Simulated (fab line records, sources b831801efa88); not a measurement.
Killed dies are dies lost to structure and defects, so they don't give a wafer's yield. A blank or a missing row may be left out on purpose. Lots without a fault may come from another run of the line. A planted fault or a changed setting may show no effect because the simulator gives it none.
A struck lot beside a sound one | flow sky130 | 17 steps out of a route of 708
Sound: wafers L530.2, L530.5, L530.6. Struck: wafers L536.1, L536.4, L536.6. The cause comes at the end.
At each step with rows: each side's tool, then ch and its chambers, then its first start. Under that, the readings that differ: sound wafers | struck wafers | difference of the means | sigmas: that difference in standard deviations of wafers without a fault.
alike: readings whose means differ by less than 2 such deviations, and words and numbers that are the same on both sides. not compared: withheld readings, readings that some wafer has no value for, bounds like >300 that may hide the same value, and numbers for which the record gives no deviation and whose values overlap.
The two part at a step that has a row with sigmas, a row that says differs or no value, or rows on one side only. Numbers that don't overlap but have no deviation are shown without sigmas and don't part them. A reading that every wafer of one side lacks parts them only if that side has two wafers or more.

first, 4 steps without rows for these wafers: SKY_FIELD_ISO_WET_ETCH_29 (etches Si3N4 in H3PO4, target depth 160 nm, time 1825 s); SKY_FIELD_ISO_WET_ETCH_30 (etches SiO2 in dHF, target depth 25 nm, time 50 s); SKY_NWELL_CLEAN_00 (cleans in SC1/SC2, time 150 s); SKY_NWELL_OXIDATION_01 (stabilise 600 s, purge 300 s, target thk 10 nm).
SKY_NWELL_THK_MEAS_02:
  sound on film_metro-04, day 4 00:33; struck on film_metro-03, day 5 02:02
  reading                  | sound          | struck            | difference | sigmas
  NWELL_OXIDATION_THK (nm) | 9.81 9.93 9.84 | 10.56 10.33 10.35 | +0.55      | +3
then, 7 steps without rows for these wafers: SKY_DNWELL_DEHYDRATE_00 (time 60 s); SKY_DNWELL_HMDS_01 (prime time 60 s); SKY_DNWELL_COAT_02 (resist thk 3000 nm); SKY_DNWELL_SOFTBAKE_03; SKY_DNWELL_EXPOSE_04 (exposes mask DNM, target cd 3000 nm); SKY_DNWELL_PEB_05; SKY_DNWELL_DEVELOP_06 (develop time 60 s).
SKY_DNWELL_IMPLANT_07:
  sound on implanter-03 ch 0, day 4 16:30; struck on implanter-03 ch 0, day 5 19:40
SKY_DNWELL_STRIP_08: strips in O2/N2.
  sound on plasma_asher-01 ch 0,1, day 4 16:38; struck on plasma_asher-04 ch 0,1, day 5 19:49
  alike: drypump_motor_current_A, oes_product_au, strip_time_to_endpoint_s
  not compared: rf_hours_counter_h
SKY_DNWELL_TW_MEAS_09:
  sound on film_metro-03, day 4 16:44; struck on film_metro-03, day 5 19:55
  reading   | sound          | struck         | difference | sigmas
  DNWELL_TW | 1100 1103 1107 | 1167 1173 1175 | +68        | +5
then, 1 step without rows for these wafers: SKY_PWDE_DEHYDRATE_00 (time 60 s).
-- the record jumps here: 43 days lie between the struck wafers' starts before and after (it left off in module PWDE and takes up again in module PAD_OPEN, whose first step shown is number 708 of the route) --
SKY_PAD_OPEN_PROBE_99:
  sound on prober-02, day 47 04:55; struck on prober-01, day 48 11:16
  reading                                | sound             | struck            | difference | sigmas
  model.etest.res_deep_nwell.rs_ohm_sq   | 2208 2203 2204    | 1905 1887 1913    | -303       |
  model.etest.res_deep_nwell.line_ohm_um | 754.3 733.9 730.4 | 639.5 625.9 635.7 | -105.8     |
  alike: killed_at_M0_to_M3, killed_at_M4_up, killed_at_contacts, killed_at_front_end, killed_at_other, killed_dies, killed_open, killed_short

WHERE THEY PART
First at SKY_NWELL_THK_MEAS_02; last, within this record, at SKY_DNWELL_TW_MEAS_09. Later steps at which nothing parts them and some readings are alike: SKY_PAD_OPEN_PROBE_99.

WHY: what the simulator had put in
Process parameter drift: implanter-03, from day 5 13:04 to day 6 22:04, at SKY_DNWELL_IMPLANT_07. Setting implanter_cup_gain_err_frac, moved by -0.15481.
